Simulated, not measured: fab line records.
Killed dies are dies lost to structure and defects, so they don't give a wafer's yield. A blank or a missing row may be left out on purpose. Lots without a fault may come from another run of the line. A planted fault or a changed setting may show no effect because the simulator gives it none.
fab line records	flow gf180mcu
record: lots: 15	wafers: 45	last-day: 34
route steps=602 shown M1@319 M2@362
lots that met no fault: from a run of the same line without faults
start-h: hours from the record's opening day to when the first of the lot's shown wafers began	wait-h: hours from the lot's prior step to this one	" identical to the entry in the row above	L1.1+2: a row that stands for several wafers	- no value present, or no start provided	* or withheld: withheld	< > ~ a bound
route shown NAME@n: names a module that has steps shown in the file, with the first one's number in the route	usual: mean/standard deviation of fault-free wafers	same: alike in all rows	chamber/n: place in a boat	sites: the reading at each site	_std_site: the standard deviation of these	_edge_site: outer sites' mean less inner sites'	radius-mm: how far each site lies from the wafer's centre	mask NAME#n: copy n	behind: tool/chamber where the wafer was last shaped	hold: why the lot went on hold/how many hours it stayed there/how the hold came to an end	device: the transistor (n, p or np) that didn't switch	end of line: the same wafers' tests at the end of the route	step lacking rows: just its recipe	killed: not the wafer's yield, but the dies lost to structure and defects at the first sort	map: dies across one wafer; x = killed, . = not, _ = none there
set.NAME: setting as actually run; set.NAME@STEP: the setting as run at that earlier step	model.NAME: the simulator's own value behind a step, which no gauge read
route steps across a sampled set of lots; one table per step, one row per wafer
services: a tool's chamber out of use, with start hour (start-h, from the record's first day; less than 0 if before it), hours out, and reason
== steps ==
step: GF_M1_SPUTTER_04
recipe: material: TiN	target-thk-nm: 50	power-w: 6500	time-s: 41.7	chamber-pressure-pa: 0.4
usual: cathode-dc-power-W: 6500.0/1.2	chamber-pressure-pa: 0.4000/0.00084	throttle-valve-pct: 29.9/1
lot.wafer	tool	chamber	start-h	wait-h	cathode-dc-power-W	chamber-pressure-pa	throttle-valve-pct
L121.1	pvd-sputter-04	-	401.20	0.0	6498.2	0.3990	28.7
L121.3	"	-	"	"	6499.9	0.3999	31.0
L121.4	"	-	"	"	6500.9	0.4002	28.0
L122.1	pvd-sputter-02	-	402.11	0.0	6499.9	0.4000	30.6
L122.3	"	-	"	"	6501.0	0.4004	31.2
L122.5	"	-	"	"	6500.3	0.3992	30.6
L123.1	pvd-sputter-02	-	407.87	0.0	6502.3	0.4009	30.9
L123.2	"	-	"	"	6498.9	0.4003	31.4
L123.5	"	-	"	"	6498.8	0.4001	29.6
L124.4	pvd-sputter-03	-	420.93	0.0	6500.3	0.4001	30.4
L124.5	"	-	"	"	6499.6	0.3999	29.4
L124.6	"	-	"	"	6500.0	0.3983	30.3
L125.1	pvd-sputter-02	-	435.47	0.0	6501.0	0.4002	31.4
L125.3	"	-	"	"	6499.5	0.3979	31.0
L125.4	"	-	"	"	6498.4	0.3987	29.3
L126.3	pvd-sputter-04	-	436.44	0.0	6500.7	0.4006	30.5
L126.4	"	-	"	"	6498.1	0.4010	27.8
L126.6	"	-	"	"	6499.6	0.4012	28.6
L127.2	pvd-sputter-03	-	446.44	0.0	6499.6	0.3996	30.2
L127.3	"	-	"	"	6500.5	0.3986	30.5
L127.6	"	-	"	"	6500.4	0.4005	28.4
L129.2	pvd-sputter-04	-	464.05	0.0	6501.5	0.4010	30.7
L129.3	"	-	"	"	6500.5	0.4011	27.9
L129.5	"	-	"	"	6498.8	0.4005	28.7
L131.1	pvd-sputter-04	-	484.99	0.0	6501.0	0.4007	28.7
L131.5	"	-	"	"	6499.2	0.4003	30.4
L131.6	"	-	"	"	6501.6	0.4000	30.8
L133.1	pvd-sputter-04	-	497.76	0.0	6501.0	0.4004	27.6
L133.5	"	-	"	"	6500.8	0.3984	28.6
L133.6	"	-	"	"	6498.2	0.3998	30.1
L134.1	pvd-sputter-04	-	506.19	0.0	6499.6	0.3984	30.3
L134.4	"	-	"	"	6498.8	0.4001	30.8
L134.5	"	-	"	"	6500.4	0.3997	30.2
L136.1	pvd-sputter-03	-	520.77	0.0	6501.5	0.4002	30.2
L136.3	"	-	"	"	6499.8	0.4001	30.4
L136.4	"	-	"	"	6497.8	0.3980	29.6
L138.3	pvd-sputter-04	-	541.24	0.0	6499.5	0.3989	27.7
L138.5	"	-	"	"	6500.4	0.4002	30.2
L138.6	"	-	"	"	6501.6	0.4000	30.9
L139.1	pvd-sputter-02	-	541.59	0.0	6500.8	0.3984	31.2
L139.2	"	-	"	"	6498.9	0.4005	30.3
L139.3	"	-	"	"	6500.5	0.3989	31.2
L141.2	pvd-sputter-04	-	558.24	0.0	6498.4	0.4013	27.8
L141.3	"	-	"	"	6500.3	0.3999	28.7
L141.5	"	-	"	"	6500.7	0.4004	28.9
step: GF_M1_METAL_ETCH_16
recipe: chemistry: Cl2/BCl3	mask-material: KrF	target-depth-nm: 627.5	stop-on: SiO2	pressure-mtorr: 8	icp-w: 800	bias-w: 140	Cl2_flow_sccm: 80	bcl3-flow-sccm: 40	time-s: 104.6
usual: drypump-motor-current-A: 5.7/0.5	oes-product-au: 0.973/0.0071	throttle-valve-pct: 28.249/0.011
lot.wafer	tool	chamber	start-h	wait-h	drypump-motor-current-A	oes-product-au	rf-hours-counter-h	throttle-valve-pct
L121.1	rie-metal-04	0	424.86	0.0	6.6	0.969	5	28.232
L121.3	"	1	"	"	5.7	0.959	-	28.256
L121.4	"	0	"	"	6.6	0.977	-	28.246
L122.1	rie-metal-02	0	426.42	0.0	5.8	0.979	6	28.213
L122.3	"	1	"	"	6.1	0.982	-	28.249
L122.5	"	1	"	"	6.1	0.986	-	28.247
L123.1	rie-metal-03	0	431.73	0.0	5.0	0.982	11	28.235
L123.2	"	1	"	"	5.4	0.978	6	28.228
L123.5	"	0	"	"	5.0	0.977	-	28.249
L124.4	rie-metal-02	1	445.40	0.0	6.1	0.976	-	28.245
L124.5	"	1	"	"	6.1	0.994	-	28.254
L124.6	"	0	"	"	5.8	0.975	-	28.249
L125.1	rie-metal-02	1	459.77	0.0	6.1	0.970	9	28.250
L125.3	"	0	"	"	5.8	0.978	-	28.237
L125.4	"	1	"	"	6.1	0.979	-	28.266
L126.3	rie-metal-03	0	461.05	0.1	4.9	0.968	-	28.245
L126.4	"	0	"	"	5.0	0.976	-	28.247
L126.6	"	0	"	"	5.0	0.982	-	28.240
L127.2	rie-metal-02	1	470.57	0.0	6.1	0.972	9	28.248
L127.3	"	1	"	"	6.1	0.966	-	28.259
L127.6	"	0	"	"	5.8	0.965	-	28.260
L129.2	rie-metal-04	0	488.81	0.1	6.5	0.970	-	28.263
L129.3	"	0	"	"	6.6	0.960	-	28.261
L129.5	"	0	"	"	6.6	0.967	-	28.245
L131.1	rie-metal-04	0	509.07	0.0	6.6	0.970	8	28.254
L131.5	"	1	"	"	5.6	0.981	-	28.241
L131.6	"	0	"	"	6.5	0.972	-	28.238
L133.1	rie-metal-03	0	520.67	0.0	5.0	0.970	0	28.237
L133.5	"	1	"	"	5.5	0.972	-	28.245
L133.6	"	0	"	"	4.9	0.978	-	28.252
L134.1	rie-metal-02	0	529.52	0.0	5.8	0.975	7	28.249
L134.4	"	0	"	"	5.8	0.973	-	28.245
L134.5	"	0	"	"	5.8	0.985	-	28.251
L136.1	rie-metal-04	1	543.32	0.0	5.6	0.974	1	28.264
L136.3	"	0	"	"	6.6	0.955	-	28.271
L136.4	"	1	"	"	5.6	0.982	-	28.245
L138.3	rie-metal-02	0	563.37	0.1	5.8	0.966	-	28.268
L138.5	"	1	"	"	6.1	0.962	-	28.252
L138.6	"	0	"	"	5.9	0.972	-	28.246
L139.1	rie-metal-04	1	564.17	0.0	5.6	0.971	1	28.254
L139.2	"	0	"	"	6.5	0.978	9	28.242
L139.3	"	0	"	"	6.5	0.981	-	28.248
L141.2	rie-metal-03	0	579.87	0.0	5.0	0.966	2	28.252
L141.3	"	0	"	"	5.0	0.977	-	28.255
L141.5	"	1	"	"	5.4	0.981	-	28.235
step: GF_M2_SPUTTER_00
recipe: material: Ti	target-thk-nm: 37.5	arriving-ion-energy-ev: 80	substrate-temp-c: 200	chamber-pressure-pa: 2	power-w: 4000	time-s: 150
usual: cathode-dc-power-W: 4000.0/0.75	chamber-pressure-pa: 2.000/0.0038	throttle-valve-pct: 29.8/0.89
lot.wafer	tool	chamber	start-h	wait-h	cathode-dc-power-W	chamber-pressure-pa	throttle-valve-pct
L121.1	pvd-sputter-04	-	452.64	0.2	4000.6	2.003	30.2
L121.3	"	-	"	"	3999.8	2.000	27.9
L121.4	"	-	"	"	4001.1	1.995	30.7
L122.1	pvd-sputter-01	-	454.33	0.2	4000.1	1.992	31.0
L122.3	"	-	"	"	3999.1	2.001	30.2
L122.5	"	-	"	"	4001.4	2.001	30.8
L123.1	pvd-sputter-03	-	459.14	0.2	4000.6	2.002	30.2
L123.2	"	-	"	"	3999.3	1.995	29.5
L123.5	"	-	"	"	4000.3	2.004	28.4
L124.4	pvd-sputter-03	-	471.94	0.2	3998.6	1.999	30.4
L124.5	"	-	"	"	3998.6	2.007	29.4
L124.6	"	-	"	"	4000.1	2.003	28.6
L125.1	pvd-sputter-03	-	485.87	0.1	4000.9	2.002	28.5
L125.3	"	-	"	"	4001.1	2.002	29.4
L125.4	"	-	"	"	4000.5	1.994	30.6
L126.3	pvd-sputter-03	-	487.87	0.1	4000.2	2.001	30.6
L126.4	"	-	"	"	3998.4	1.995	28.7
L126.6	"	-	"	"	3999.8	2.005	29.4
L127.2	pvd-sputter-03	-	496.52	0.2	4000.9	2.000	29.7
L127.3	"	-	"	"	4000.4	1.999	30.5
L127.6	"	-	"	"	3999.0	1.998	30.3
L129.2	pvd-sputter-03	-	515.40	0.2	3999.5	1.994	30.6
L129.3	"	-	"	"	4000.4	1.999	30.2
L129.5	"	-	"	"	3999.1	1.999	29.6
L131.1	pvd-sputter-01	-	535.28	0.2	-	-	-
L131.5	"	-	"	"	-	-	-
L131.6	"	-	"	"	-	-	-
L133.1	pvd-sputter-03	-	546.18	0.1	-	-	-
L133.5	"	-	"	"	-	-	-
L133.6	"	-	"	"	-	-	-
L134.1	pvd-sputter-04	-	554.59	0.2	-	-	-
L134.4	"	-	"	"	-	-	-
L134.5	"	-	"	"	-	-	-
L136.1	pvd-sputter-04	-	567.89	0.1	3999.6	2.000	30.2
L136.3	"	-	"	"	4000.3	1.997	30.8
L136.4	"	-	"	"	4000.8	2.001	30.5
L138.3	pvd-sputter-04	-	587.42	0.1	4000.0	2.006	30.7
L138.5	"	-	"	"	3999.1	2.002	27.9
L138.6	"	-	"	"	4000.1	1.999	29.1
L139.1	pvd-sputter-04	-	588.58	0.2	4000.4	1.997	28.1
L139.2	"	-	"	"	3999.6	2.002	30.9
L139.3	"	-	"	"	4000.6	1.995	30.3
L141.2	pvd-sputter-01	-	603.51	0.1	3999.0	1.999	29.8
L141.3	"	-	"	"	3999.7	1.993	30.2
L141.5	"	-	"	"	4000.0	2.001	30.7
step: GF_M2_OVL_MEAS_15
usual: M2_OVL: 2/5
lot.wafer	tool	chamber	start-h	wait-h	M2_OVL[nm]
L121.1	overlay-01	-	477.20	0.1	2
L121.3	"	-	"	"	0
L121.4	"	-	"	"	-2
L122.1	overlay-02	-	478.60	0.1	5
L122.3	"	-	"	"	-1
L122.5	"	-	"	"	4
L123.1	overlay-02	-	483.17	0.1	5
L123.2	"	-	"	"	4
L123.5	"	-	"	"	4
L124.4	overlay-01	-	495.46	0.1	-2
L124.5	"	-	"	"	0
L124.6	"	-	"	"	-1
L125.1	overlay-01	-	509.97	0.1	1
L125.3	"	-	"	"	2
L125.4	"	-	"	"	2
L126.3	overlay-01	-	511.25	0.1	2
L126.4	"	-	"	"	0
L126.6	"	-	"	"	2
L127.2	overlay-02	-	519.73	0.1	0
L127.3	"	-	"	"	-1
L127.6	"	-	"	"	-1
L129.2	overlay-02	-	537.90	0.1	4
L129.3	"	-	"	"	-5
L129.5	"	-	"	"	4
L131.1	overlay-02	-	558.19	0.1	8
L131.5	"	-	"	"	5
L131.6	"	-	"	"	2
L133.1	overlay-01	-	568.64	0.1	-11
L133.5	"	-	"	"	4
L133.6	"	-	"	"	6
L134.1	overlay-02	-	576.84	0.1	0
L134.4	"	-	"	"	-3
L134.5	"	-	"	"	2
L136.1	overlay-01	-	589.90	0.1	5
L136.3	"	-	"	"	-1
L136.4	"	-	"	"	-5
L138.3	overlay-02	-	608.27	0.1	6
L138.5	"	-	"	"	6
L138.6	"	-	"	"	9
L139.1	overlay-02	-	609.19	0.1	1
L139.2	"	-	"	"	-5
L139.3	"	-	"	"	-2
L141.2	overlay-02	-	624.56	0.1	-3
L141.3	"	-	"	"	3
L141.5	"	-	"	"	2
== services ==
tool	chamber	start-h	hours	kind
pvd-sputter-01	-	384.64	1.2	repair
pvd-sputter-03	-	387.76	3.6	repair
rie-metal-02	-	397.22	15.6	pm
rie-metal-04	-	418.14	0.8	repair
pvd-sputter-02	-	418.66	2.2	repair
pvd-sputter-04	-	421.80	11.6	repair
pvd-sputter-01	-	434.63	2.9	repair
rie-metal-03	1	452.30	15.9	repair
pvd-sputter-03	-	454.13	1.9	repair
rie-metal-04	-	466.11	1.4	pm
pvd-sputter-04	-	467.76	6.6	repair
pvd-sputter-03	-	477.96	1.2	repair
rie-metal-04	1	487.58	-	clean
pvd-sputter-01	-	510.13	2.7	repair
pvd-sputter-02	-	525.27	2.6	repair
pvd-sputter-02	-	528.16	1.8	repair
rie-metal-02	1	533.07	-	clean
rie-metal-02	1	533.07	19.2	scheduled-down
rie-metal-02	1	533.07	19.2	vent-cycle
pvd-sputter-03	-	544.95	1.1	repair
rie-metal-03	1	552.54	4.4	repair
rie-metal-04	1	574.91	13.4	repair
rie-metal-04	-	583.80	2.8	pm
rie-metal-04	-	597.34	0.3	repair
== key ==
first-sign: step: GF_M2_SPUTTER_00	reading: tool-record	direction: missing
effect none on later readings
met-at GF_M2_SPUTTER_00
struck-lots L131,L133,L134
later-rows-left-out L131.1,L131.5,L131.6,L133.1,L133.5,L133.6,L134.1,L134.4,L134.5
sort-left-out L131.1,L131.5,L131.6,L133.1,L133.5,L133.6,L134.1,L134.4,L134.5
not-acting-at GF_M1_SPUTTER_04,GF_M1_METAL_ETCH_16,GF_M2_OVL_MEAS_15
onset-between 515.40 535.28
fault: kind: skipped-step-whole	tool: pvd-sputter-01,pvd-sputter-03,pvd-sputter-04	chamber: -	onset-h: 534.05	steps: GF_M2_SPUTTER_00	scope: struck-lots-only
sort-left-out: the simulated sort isn't trusted on such a fault, so these wafers' sort isn't shown, and their yield isn't known
later-rows-left-out: the simulator's readings of these wafers behind a module that went badly wrong aren't trusted and aren't shown, but for the sort
